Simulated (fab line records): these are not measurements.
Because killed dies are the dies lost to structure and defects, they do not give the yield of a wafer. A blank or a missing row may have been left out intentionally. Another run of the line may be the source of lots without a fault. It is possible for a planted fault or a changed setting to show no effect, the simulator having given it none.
Matching of chambers | flow gf180mcu | 3 sister chambers for GF_V3_CVD_02 on pecvd-01
The step deposits SiO2 from TEOS, target thk 850 nm, time 94.851 s. 3 wafers are shown with their chamber, then 12 later ones without.

== WAFERS, EACH WITH ITS CHAMBER ==
wafer  | chamber | heater_power_w (W)
L089.1 | 0       | 583
L089.5 | 1       | 706
L089.6 | 2       | 555

== WAFERS WITHOUT THEIR CHAMBER ==
wafer  | heater_power_w (W)
L090.1 | 569
L090.2 | 641
L090.3 | 723
L090.4 | 600
L090.5 | 529
L090.6 | 457
L095.1 | 481
L095.3 | 572
L095.6 | 618
L097.1 | 624
L097.2 | 481
L097.6 | 537

== EACH ONE'S CHAMBER ==
wafer  | from the rows above          | in truth
L090.1 | can't be placed: 0 or 2      | 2
L090.2 | can't be placed: 0 or 1 or 2 | 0
L090.3 | 1                            | 1
L090.4 | can't be placed: 0 or 2 or 1 | 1
L090.5 | can't be placed: 2 or 0      | 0
L090.6 | can't be placed: 2 or 0      | 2
L095.1 | can't be placed: 2 or 0      | 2
L095.3 | can't be placed: 0 or 2      | 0
L095.6 | can't be placed: 0 or 2 or 1 | 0
L097.1 | can't be placed: 0 or 2 or 1 | 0
L097.2 | can't be placed: 2 or 0      | 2
L097.6 | can't be placed: 2 or 0      | 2
Placed correctly: 1 of 12. Cannot be placed on the basis of these rows: 11; the candidates contain the true chamber in 11. 0 placed wrongly.
How it was worked out, from the rows above alone: a wafer's distance from a chamber is the root of the sum, over the readings, of the square of ((its reading less the chamber's mean) divided by the reading's scatter). The wafer belongs to the nearest chamber; if the next one is less than 2 further off, it can't be placed. The mean given for a chamber averages the wafers shown for that chamber. The scatter (one wafer shown for each chamber): square how far every hidden wafer sits from the nearest shown wafer, average those squares and take the square root.
